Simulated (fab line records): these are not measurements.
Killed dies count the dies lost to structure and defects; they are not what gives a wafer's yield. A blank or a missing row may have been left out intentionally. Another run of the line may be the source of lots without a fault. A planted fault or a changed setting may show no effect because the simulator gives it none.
fab line records | flow gf180mcu
[record] lots = 12 wafers = 35 last-day = 34
route steps=602 shown NSD@245 PSD@261 CONTACT@312 V2@383
lots untouched by any fault: they come from a run of this same line in which no faults occurred
start-h: the number of hours between the record's first day and the start of the first shown wafer of the lot | wait-h: how many hours have passed since the lot's step before this one | " as in the row above | L1.1+2: a single row standing in for several wafers | - no value, or no start given | * or withheld: withheld | < > ~ a bound
route shown NAME@n: names a module that has steps shown in the file, with the first one's number in the route | usual: mean and standard deviation over wafers with no fault | same: alike in all rows | chamber/n: place in a boat | sites: readings site by site | _std_site: standard deviation of those values | _edge_site: inner sites' mean taken away from outer sites' mean | radius-mm: for every site, how far away it sits from the centre of the wafer | mask NAME#n: copy n | behind: the most recent tool/chamber to have shaped the wafer | hold: what put the lot on hold/how long, in hours/how the hold closed | device: the transistor (n, p or np) that didn't switch | end of line: tests of these same wafers at the route's end | for a step that has no rows: nothing shown but its recipe | killed: at the first sort, the dies lost to defects and structure; wafer yield is something else | map: the dies of a wafer, with x for killed, . for not killed, _ for no die there
set.NAME: the run value of the setting; set.NAME@STEP: its run value at that earlier step | model.NAME: the simulator's own value behind a step, which no gauge read
route steps across a sampled set of lots; one table per step, one row per wafer
services: when a tool's chamber went out of use (start-h, in hours from the record's first day, below 0 if earlier), for how many hours, and the reason
[[steps]]
[step GF_NSD_IMPLANT_10]
[recipe] species = P energy-kev = 40 dose-cm2 = 5e+14 tilt-deg = 7
[usual] faraday-current-uA = 2794/49
// columns lot.wafer tool chamber start-h wait-h faraday-current-uA
L118.2 implanter-04 0 301.02 0.1 2821
L118.4 " 0 " " 2811
L118.5 " 0 " " 2789
L119.1 implanter-02 0 309.85 0.2 2746
L119.2 " 0 " " 2716
L119.6 " 0 " " 2758
L121.2 implanter-04 0 324.72 0.1 2885
L121.3 " 0 " " 2755
L121.6 " 0 " " 2885
L125.1 implanter-02 0 361.01 0.1 2763
L125.4 " 0 " " 2827
L126.1 implanter-01 0 363.89 0.1 2719
L126.2 " 0 " " 2782
L126.3 " 0 " " 2830
L127.1 implanter-01 0 367.96 0.1 2796
L127.2 " 0 " " 2805
L127.5 " 0 " " 2810
L129.1 implanter-04 0 383.21 0.1 2794
L129.3 " 0 " " 2725
L129.5 " 0 " " 2754
L129.1 implanter-04 0 383.76 0.5 2881
L129.3 " 0 " " 2844
L129.5 " 0 " " 2731
L131.2 implanter-02 0 401.97 0.1 2825
L131.4 " 0 " " 2841
L131.5 " 0 " " 2769
L132.2 implanter-02 0 411.28 0.1 2810
L132.4 " 0 " " 2764
L132.5 " 0 " " 2765
L138.1 implanter-02 0 459.41 0.1 2750
L138.3 " 0 " " 2789
L138.6 " 0 " " 2848
L138.1 implanter-02 0 459.73 0.3 2819
L138.3 " 0 " " 2853
L138.6 " 0 " " 2766
L140.2 implanter-01 0 480.62 0.1 2788
L140.3 " 0 " " 2832
L140.4 " 0 " " 2793
L141.3 implanter-01 0 487.16 0.1 2835
L141.5 " 0 " " 2929
L141.6 " 0 " " 2834
[step GF_NSD_STRIP_11]
[recipe] chemistry = O2/N2 power-w = 1400 pressure-mtorr = 1500 platen-temp-c = 250 o2-flow-sccm = 3000 n2-flow-sccm = 300 overash-fraction = 0.5
[usual] drypump-motor-current-A = 5.9/0.39 heater-power-w = 335/14 oes-product-au = 0.488/0.0049 strip-time-to-endpoint-s = 22.87/0.04
// columns lot.wafer tool chamber start-h wait-h drypump-motor-current-A heater-power-w oes-product-au rf-hours-counter-h strip-time-to-endpoint-s
L118.2 plasma-asher-03 0 301.15 0.1 6.1 324 0.484 64 22.89
L118.4 " 0 " " 6.1 322 0.488 - 22.87
L118.5 " 1 " " 5.6 353 0.484 - 22.84
L119.1 plasma-asher-04 0 310.15 0.2 5.9 326 0.484 21 22.93
L119.2 " 1 " " 6.6 329 0.490 21 22.91
L119.6 " 1 " " 6.6 338 0.487 - 22.88
L121.2 plasma-asher-04 1 324.85 0.1 6.6 334 0.489 22 22.82
L121.3 " 0 " " 6.0 332 0.481 - 22.86
L121.6 " 1 " " 6.6 329 0.483 - 22.83
L125.1 plasma-asher-02 0 361.16 0.1 5.4 342 0.491 58 22.86
L125.4 " 1 " " 6.4 333 0.480 - 22.85
L126.1 plasma-asher-02 1 364.04 0.1 6.4 346 0.487 58 22.90
L126.2 " 0 " " 5.4 346 0.488 58 22.90
L126.3 " 0 " " 5.4 355 0.489 - 22.91
L127.1 plasma-asher-03 1 368.11 0.1 5.6 353 0.479 71 22.92
L127.2 " 0 " " 6.1 317 0.484 71 22.88
L127.5 " 1 " " 5.6 347 0.477 - 22.90
L129.1 plasma-asher-02 0 383.91 0.1 5.4 348 0.482 60 23.46
L129.3 " 0 " " 5.4 355 0.474 - 23.44
L129.5 " 1 " " 6.4 343 0.484 - 23.47
L131.2 plasma-asher-03 0 402.09 0.1 6.1 315 0.490 74 22.82
L131.4 " 0 " " 6.1 315 0.488 - 22.88
L131.5 " 1 " " 5.6 349 0.491 - 22.82
L132.2 plasma-asher-04 1 411.41 0.1 6.6 321 0.496 31 22.86
L132.4 " 0 " " 5.9 326 0.488 - 22.84
L132.5 " 1 " " 6.6 332 0.495 - 22.84
L138.1 plasma-asher-03 1 459.88 0.1 5.6 336 0.478 4 23.46
L138.3 " 0 " " 6.1 317 0.482 - 23.43
L138.6 " 1 " " 5.6 331 0.487 - 23.41
L140.2 plasma-asher-03 0 480.74 0.1 6.1 322 0.488 7 22.86
L140.3 " 1 " " 5.6 326 0.491 - 22.90
L140.4 " 0 " " 6.1 322 0.486 - 22.87
L141.3 plasma-asher-03 1 487.29 0.1 5.6 332 0.486 - 22.90
L141.5 " 0 " " 6.1 315 0.489 - 22.89
L141.6 " 1 " " 5.6 333 0.490 - 22.84
[step GF_PSD_RTA_13]
[recipe] temp-c = 1025 time-s = 20 ambient = N2
[usual] anneal-temp-c-max = 1030.1/1.3 lamp-power-pct = 37.7/1.2 wafer_temp_C_max = 1030.3/1.9
// columns lot.wafer tool chamber start-h wait-h anneal-temp-c-max lamp-power-pct wafer_temp_C_max
L118.2 rtp-anneal-01 0 321.32 0.0 1030.4 38.8 1029.1
L118.4 " 0 " " 1030.2 38.9 1029.1
L118.5 " 0 " " 1032.2 38.9 1028.0
L119.1 rtp-anneal-02 0 331.42 0.0 1029.3 36.4 1031.9
L119.2 " 0 " " 1029.3 36.5 1030.9
L119.6 " 0 " " 1028.5 36.5 1031.3
L121.2 rtp-anneal-02 0 346.58 0.0 1029.3 36.5 1031.9
L121.3 " 0 " " 1030.4 36.4 1032.7
L121.6 " 0 " " 1029.8 36.4 1031.1
L125.1 rtp-anneal-01 0 383.87 0.0 1030.4 38.9 1027.8
L125.4 " 0 " " 1030.7 38.9 1028.4
L126.1 rtp-anneal-01 0 386.77 0.0 1031.0 38.9 1028.5
L126.2 " 0 " " 1031.2 38.9 1029.2
L126.3 " 0 " " 1032.8 38.9 1028.1
L127.1 rtp-anneal-01 0 391.37 0.0 1030.7 38.9 1027.8
L127.2 " 0 " " 1031.2 38.9 1027.3
L127.5 " 0 " " 1029.7 39.0 1028.8
L129.1 rtp-anneal-01 0 406.57 0.0 1029.7 38.9 1028.4
L129.3 " 0 " " 1031.2 38.9 1029.1
L129.5 " 0 " " 1030.0 38.9 1027.6
L131.2 rtp-anneal-01 0 427.13 0.0 1031.2 39.0 1027.7
L131.4 " 0 " " 1031.9 38.9 1028.3
L131.5 " 0 " " 1032.4 39.0 1028.2
L132.2 rtp-anneal-01 0 436.22 0.0 1032.9 38.9 1027.8
L132.4 " 0 " " 1032.6 39.0 1030.1
L132.5 " 0 " " 1035.2 38.9 1029.3
L138.1 rtp-anneal-02 0 484.02 0.0 1029.2 36.5 1031.1
L138.3 " 0 " " 1027.9 36.5 1037.3
L138.6 " 0 " " 1029.5 36.5 1031.7
L140.2 rtp-anneal-02 0 504.83 0.0 1029.5 36.5 1031.6
L140.3 " 0 " " 1028.3 36.5 1030.2
L140.4 " 0 " " 1027.9 36.5 1032.1
L141.3 rtp-anneal-01 0 511.39 0.0 1031.7 38.9 1029.8
L141.5 " 0 " " 1030.4 38.9 1029.3
L141.6 " 0 " " 1029.3 38.9 1028.2
[step GF_PSD_RS_MEAS_14]
[recipe] thk-meas-gauge = four-point-probe
[usual] NSD_RS = 46.36/0.089
// columns lot.wafer tool chamber start-h wait-h NSD_RS[ohm/sq]
L118.2 film-metro-02 - 321.41 0.1 46.41
L118.4 " - " " 46.45
L118.5 " - " " 46.47
L119.1 film-metro-02 - 331.50 0.1 46.21
L119.2 " - " " 46.24
L119.6 " - " " 46.30
L121.2 film-metro-01 - 346.67 0.1 46.38
L121.3 " - " " 46.36
L121.6 " - " " 46.51
L125.1 film-metro-02 - 383.95 0.1 46.31
L125.4 " - " " 46.37
L126.1 film-metro-01 - 386.86 0.1 46.43
L126.2 " - " " 46.49
L126.3 " - " " 46.36
L127.1 film-metro-02 - 391.45 0.1 46.32
L127.2 " - " " 46.27
L127.5 " - " " 46.30
L129.1 film-metro-01 - 406.65 0.1 41.06
L129.3 " - " " 41.01
L129.5 " - " " 40.99
L131.2 film-metro-01 - 427.22 0.1 46.33
L131.4 " - " " 46.41
L131.5 " - " " 46.37
L132.2 film-metro-04 - 436.31 0.1 46.30
L132.4 " - " " 46.31
L132.5 " - " " 46.44
L138.1 film-metro-02 - 484.10 0.1 40.92
L138.3 " - " " 40.99
L138.6 " - " " 40.76
L140.2 film-metro-04 - 504.92 0.1 46.18
L140.3 " - " " 46.18
L140.4 " - " " 46.31
L141.3 film-metro-01 - 511.49 0.1 46.57
L141.5 " - " " 46.36
L141.6 " - " " 46.41
[step GF_CONTACT_RS_MEAS_25]
[recipe] thk-meas-gauge = four-point-probe reads = W_of_CONTACT_CVD_24+TiN_of_CONTACT_SPUTTER_23+Ti_of_CONTACT_SPUTTER_22
[usual] CONTACT_W_RS = 0.385/0.004
// columns lot.wafer tool chamber start-h wait-h CONTACT_W_RS[ohm/sq]
L118.2 film-metro-01 - 367.59 0.1 0.388
L118.4 " - " " 0.387
L118.5 " - " " 0.386
L119.1 film-metro-01 - 377.82 0.1 0.381
L119.2 " - " " 0.381
L119.6 " - " " 0.381
L121.2 film-metro-01 - 394.00 0.1 0.384
L121.3 " - " " 0.384
L121.6 " - " " 0.386
L125.1 film-metro-04 - 434.60 0.1 0.386
L125.4 " - " " 0.383
L126.1 film-metro-03 - 437.42 0.1 0.382
L126.2 " - " " 0.384
L126.3 " - " " 0.381
L127.1 film-metro-04 - 441.08 0.1 0.389
L127.2 " - " " 0.396
L127.5 " - " " 0.392
L129.1 film-metro-04 - 457.72 0.1 0.384
L129.3 " - " " 0.395
L129.5 " - " " 0.385
L131.2 film-metro-03 - 478.80 0.1 0.384
L131.4 " - " " 0.389
L131.5 " - " " 0.386
L132.2 film-metro-01 - 487.06 0.1 0.382
L132.4 " - " " 0.382
L132.5 " - " " 0.386
L138.1 film-metro-03 - 533.02 0.1 0.386
L138.3 " - " " 0.386
L138.6 " - " " 0.382
L140.2 film-metro-01 - 553.83 0.1 0.381
L140.3 " - " " 0.379
L140.4 " - " " 0.380
L141.3 film-metro-03 - 559.01 0.1 0.381
L141.5 " - " " 0.381
L141.6 " - " " 0.389
[step GF_V2_THK_MEAS_01]
[recipe] reads = SiO2_of_V2_CVD_00
[usual] V2_CVD_00_THK = 598/7.3
// columns lot.wafer tool chamber start-h wait-h V2_CVD_00_THK[nm]
L118.2 film-metro-04 - 443.10 0.0 608
L118.4 " - " " 597
L118.5 " - " " 599
L119.1 film-metro-01 - 454.04 0.0 602
L119.2 " - " " 601
L119.6 " - " " 605
L121.2 film-metro-03 - 471.65 0.0 600
L121.3 " - " " 590
L121.6 " - " " 592
L125.1 film-metro-01 - 511.93 0.1 599
L125.4 " - " " 584
L126.1 film-metro-01 - 514.41 0.1 600
L126.2 " - " " 583
L126.3 " - " " 601
L127.1 film-metro-03 - 516.79 0.0 597
L127.2 " - " " 593
L127.5 " - " " 597
L129.1 film-metro-03 - 532.54 0.0 584
L129.3 " - " " 597
L129.5 " - " " 596
L131.2 film-metro-03 - 552.17 0.0 604
L131.4 " - " " 587
L131.5 " - " " 609
L132.2 film-metro-01 - 561.42 0.0 605
L132.4 " - " " 600
L132.5 " - " " 607
L138.1 film-metro-01 - 603.21 0.0 597
L138.3 " - " " 596
L138.6 " - " " 591
L140.2 film-metro-03 - 622.51 0.0 596
L140.3 " - " " 596
L140.4 " - " " 590
L141.3 film-metro-03 - 626.91 0.1 607
L141.5 " - " " 609
L141.6 " - " " 597
[[services]]
// columns tool chamber start-h hours kind
implanter-04 - 301.18 3.9 pm
implanter-04 - 308.65 5.3 repair
rtp-anneal-01 - 309.52 2.8 pm
plasma-asher-03 - 323.45 2.5 repair
implanter-02 - 324.84 19.1 repair
implanter-04 - 335.88 5.5 repair
plasma-asher-02 - 417.28 23.2 pm
implanter-04 - 420.49 22.6 pm
plasma-asher-03 - 421.32 9.0 pm
plasma-asher-03 0 421.32 9.0 vent-cycle
plasma-asher-03 1 421.32 9.0 vent-cycle
plasma-asher-03 0 430.32 - clean
plasma-asher-03 1 430.32 - clean
implanter-02 - 447.28 1.0 repair
plasma-asher-04 - 449.06 26.4 repair
implanter-04 - 457.47 4.9 pm
implanter-04 - 470.96 10.0 repair
implanter-02 - 471.47 3.7 repair
plasma-asher-04 - 475.42 14.6 pm
[[key]]
[first-sign] step = GF_NSD_IMPLANT_10 reading = visit direction = added
[effect] step = GF_NSD_STRIP_11 reading = strip-time-to-endpoint-s direction = up sigmas = 14 usual = * struck = *
[effect] step = GF_PSD_RS_MEAS_14 reading = NSD_RS direction = down sigmas = 61 usual = 46.36 struck = 40.95
met-at GF_NSD_IMPLANT_10
struck-lots L129,L138
tester-left-out L129,L138
not-acting-at GF_PSD_RTA_13,GF_CONTACT_RS_MEAS_25,GF_V2_THK_MEAS_01
[fault] kind = repeated-step-whole tool = implanter-01,implanter-02,implanter-04 chamber = - onset-h = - steps = GF_NSD_IMPLANT_10 times = 1 scope = struck-lots-only
// tester-left-out: of these lots the tester's yield and bins aren't shown, on N5 and GAA mostly nor the transistor test; their killed dies are dies lost to structure and defects alone, not to doping, threshold or leakage, so they don't give the yield
